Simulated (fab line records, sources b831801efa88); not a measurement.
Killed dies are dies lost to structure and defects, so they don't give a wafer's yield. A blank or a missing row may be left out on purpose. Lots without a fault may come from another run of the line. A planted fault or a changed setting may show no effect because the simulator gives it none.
Problem report in the 8D (eight disciplines) form, filled by code | flow gf180mcu | the parts of the form that need people (team, actions taken, sign-off) are left out

1. THE PROBLEM
heater_power_total_W at GF_STI_PEB_10 reads a mean of 85.05 W on 6 wafers of 2 lots; wafers without a fault read 85.70 W with a standard deviation of 0.081. That is -8.1 standard deviations from the usual mean.
The step: peb time 90 s.
First seen on wafer L749.2, day 3 13:32, on litho_track-03. The record holds 18 wafers of 6 lots with a number at this step. Rule for "out", or "out of limits": more than 4 standard deviations from the usual mean. The other wafers with a number count as sound.

2. WHAT IT IS AND WHAT IT IS NOT
question                    | is                     | is not
which readings at this step | heater_power_total_W   | -
which lots                  | L749, L754             | L746, L748, L758, L760
which wafers of those lots  | all that have a number | -
read on which tools         | litho_track-03         | litho_track-01, litho_track-04
when                        | from day 3 13:32       | up to then (6 sound wafers); but 6 sound wafers of L758, L760 came after

3. SUSPECTS, AND WHAT RULES EACH OUT
Counting: a tool at a process step up to the reading stays a suspect if it ran every lot that is out and no sound lot after the first of them.
- litho_track-03 at GF_STI_PEB_10 (peb time 90 s): kept. It ran every lot that is out, first L749 (day 3 13:32), and no sound lot after that; its last sound lot up to then is L746 (day 2 21:37). Its own readings are out on those wafers: heater_power_total_W.
Left after counting: litho_track-03 at GF_STI_PEB_10.

4. THE CAUSE (what the simulator had put in)
Process parameter drift: litho_track-03, from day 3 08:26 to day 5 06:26, at GF_STI_PEB_10. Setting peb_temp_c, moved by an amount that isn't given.
Counting left only this tool.

5. THE CHAIN OF EFFECTS, in route order
Each row: a reading whose mean over the struck wafers that have a number lies more than 3 standard deviations from the usual. Only readings for which the record gives a usual standard deviation are gone through. hours: the time from each lot's start at the first step in this table that gives one to its start at this step, as a median over the lots. sigmas: the change in usual standard deviations.
hours | step          | reading              | usual    | on struck wafers | change | sigmas
0     | GF_STI_PEB_10 | heater_power_total_W | 85.70 W  | 85.05            | -0.66  | -8.1
0     | GF_STI_PEB_10 | plate_temp_C         | 135.02 C | 134.27           | -0.75  | -5.4
The process steps in it:
- GF_STI_PEB_10: peb time 90 s.
Later measuring or inspecting steps at which every struck wafer that the step has a row for has a number for every such reading, and none has moved that far: GF_STI_CD_MEAS_12.

6. WHAT WOULD HAVE CAUGHT IT SOONER
In this record the first reading out of limits was taken at day 3 13:32, 5 hours after the fault began at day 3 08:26.
